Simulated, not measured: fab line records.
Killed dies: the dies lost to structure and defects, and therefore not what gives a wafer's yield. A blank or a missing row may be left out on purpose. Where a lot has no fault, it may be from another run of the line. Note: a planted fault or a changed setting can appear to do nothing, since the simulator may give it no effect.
The tool behind it: which one? + flow gf180mcu + 14 lots with 42 wafers sampled at 4 steps, on a route of 602 steps

## WHAT THE GAUGES READ, wafer by wafer
GF_VT_IMPLANT_TW_MEAS_43.
| lot  | measured     | on            | VT_IMPLANT_4_TW |
|------|--------------|---------------|-----------------|
| L779 | day 7 17:00  | film-metro-04 | 689 685 683     |
| L780 | day 8 00:01  | film-metro-01 | 689 694 692     |
| L781 | day 8 05:08  | film-metro-02 | 698 697 699     |
| L785 | day 9 14:01  | film-metro-01 | 687 690 685     |
| L787 | day 9 23:24  | film-metro-01 | 687 689 686     |
| L788 | day 10 12:10 | film-metro-04 | 684 689 684     |
| L789 | day 10 15:29 | film-metro-01 | 688 688 687     |
| L791 | day 11 02:11 | film-metro-04 | 685 686 690     |
| L794 | day 11 21:28 | film-metro-04 | 620 622 620     |
| L796 | day 12 09:43 | film-metro-02 | 697 698 698     |
| L798 | day 13 00:56 | film-metro-02 | 635 634 637     |
| L799 | day 13 05:48 | film-metro-01 | 695 693 696     |
| L800 | day 13 10:20 | film-metro-01 | 691 691 694     |
| L801 | day 13 19:05 | film-metro-01 | 697 694 694     |

GF_SAB_OVL_MEAS_10.
| lot  | measured     | on         | SAB_OVL (nm)   |
|------|--------------|------------|----------------|
| L779 | day 15 07:06 | overlay-02 | 2.5 2.0 0.1    |
| L780 | day 15 16:00 | overlay-02 | 1.1 0.7 2.1    |
| L781 | day 15 21:04 | overlay-01 | -1.0 -1.9 -1.6 |
| L785 | day 17 20:54 | overlay-02 | 0.4 -0.3 0.2   |
| L787 | day 18 08:44 | overlay-02 | 1.3 0.5 2.0    |
| L788 | day 19 01:26 | overlay-01 | 2.4 0.8 1.0    |
| L789 | day 19 04:03 | overlay-01 | 1.3 1.0 1.7    |
| L791 | day 19 16:08 | overlay-01 | 4.2 1.7 2.9    |
| L794 | day 20 19:03 | overlay-01 | 4.3 2.9 2.6    |
| L796 | day 21 10:11 | overlay-02 | -3.8 -1.0 -3.6 |
| L798 | day 22 07:13 | overlay-02 | 2.5 2.3 1.4    |
| L799 | day 22 10:50 | overlay-02 | 1.7 2.2 1.4    |
| L800 | day 22 16:57 | overlay-02 | 0.5 0.9 1.6    |
| L801 | day 23 01:59 | overlay-02 | -1.6 -2.2 -1.9 |

GF_M3_CD_MEAS_14: target cd 280 nm.
| lot  | measured     | on        | cd-nm (nm)        |
|------|--------------|-----------|-------------------|
| L779 | day 21 17:52 | cd-sem-02 | 282.2 281.9 281.1 |
| L780 | day 22 00:02 | cd-sem-02 | 279.6 279.9 278.9 |
| L781 | day 22 05:05 | cd-sem-02 | 278.4 279.1 278.3 |
| L785 | day 24 06:10 | cd-sem-01 | 280.1 280.5 281.0 |
| L787 | day 24 15:59 | cd-sem-02 | 279.5 279.9 279.5 |
| L788 | day 25 06:50 | cd-sem-01 | 280.4 280.1 281.1 |
| L789 | day 25 10:05 | cd-sem-02 | 279.5 279.5 280.1 |
| L791 | day 25 19:54 | cd-sem-02 | 280.7 281.0 281.1 |
| L794 | day 26 19:30 | cd-sem-01 | 278.7 279.3 281.0 |
| L796 | day 27 08:54 | cd-sem-02 | 279.2 279.6 278.7 |
| L798 | day 28 03:25 | cd-sem-01 | 279.6 279.2 278.5 |
| L799 | day 28 04:28 | cd-sem-01 | 279.3 279.9 279.6 |
| L800 | day 28 09:41 | cd-sem-01 | 278.7 279.1 277.9 |
| L801 | day 28 17:41 | cd-sem-01 | 278.9 279.5 279.2 |

## WHICH TOOL RAN EACH LOT (tool, then ch and the chambers of the sampled wafers, then the start)
| lot  | GF_VT_IMPLANT_IMPLANT_41        |
|------|---------------------------------|
| L779 | implanter-03 ch 0, day 7 16:45  |
| L780 | implanter-01 ch 0, day 7 23:47  |
| L781 | implanter-04 ch 0, day 8 04:56  |
| L785 | implanter-04 ch 0, day 9 13:48  |
| L787 | implanter-04 ch 0, day 9 23:09  |
| L788 | implanter-03 ch 0, day 10 11:55 |
| L789 | implanter-03 ch 0, day 10 15:16 |
| L791 | implanter-04 ch 0, day 11 01:56 |
| L794 | implanter-03 ch 0, day 11 21:15 |
| L796 | implanter-01 ch 0, day 12 09:28 |
| L798 | implanter-03 ch 0, day 13 00:43 |
| L799 | implanter-01 ch 0, day 13 05:33 |
| L800 | implanter-04 ch 0, day 13 10:07 |
| L801 | implanter-01 ch 0, day 13 18:52 |
- GF_VT_IMPLANT_IMPLANT_41

## AS READ BY THE TOOLS THEMSELVES (means over the sampled wafers that have a number; for cases with no such wafer, the mark the record gives instead)
The record holds no such reading with a usual standard deviation.

## THE ANSWER, worked out from the rows above alone
Rule: the lots themselves supply what counts as usual. The widest of any qualifying gaps counts: lots, ordered by their means at a reading, are off when they make up no more than a third of the lots, leave a main group of 4 or more, and stand apart from it by 3 or more times the standard deviation of that group's means. A main group whose means are all the same, to the digits that the tables above print for the reading, isn't used. A lot without any number at a reading at which 4 lots or more have one is off too. The other lots that the step has rows for count as sound. Order of review: gauges by route order, followed by the tools' own readings, for which a lot's mean as printed above is used. The first step at which some lot is off is used, and at that step the reading that is off furthest; a lot without a number counts as furthest.
Off: L794, L798, at GF_VT_IMPLANT_TW_MEAS_43 (VT_IMPLANT_4_TW). The main group has a mean of 691 with a standard deviation of 4.4.
A tool fits if, at a process step before that reading, it ran every lot that is off, and no sound lot after the first of them. The gauges at GF_VT_IMPLANT_TW_MEAS_43 are tried like those tools. One fits: GF_VT_IMPLANT_IMPLANT_41 on implanter-03. A fault onset in the window from L789 (day 10 15:16, its last sound lot) to L794 (day 11 21:15, its first lot off) fits.

## WHAT WAS PUT IN BY THE SIMULATOR
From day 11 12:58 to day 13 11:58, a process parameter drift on implanter-03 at GF_VT_IMPLANT_IMPLANT_41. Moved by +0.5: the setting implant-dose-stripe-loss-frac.
Struck lots among those shown: L794, L798. The rule given above showed the same thing.
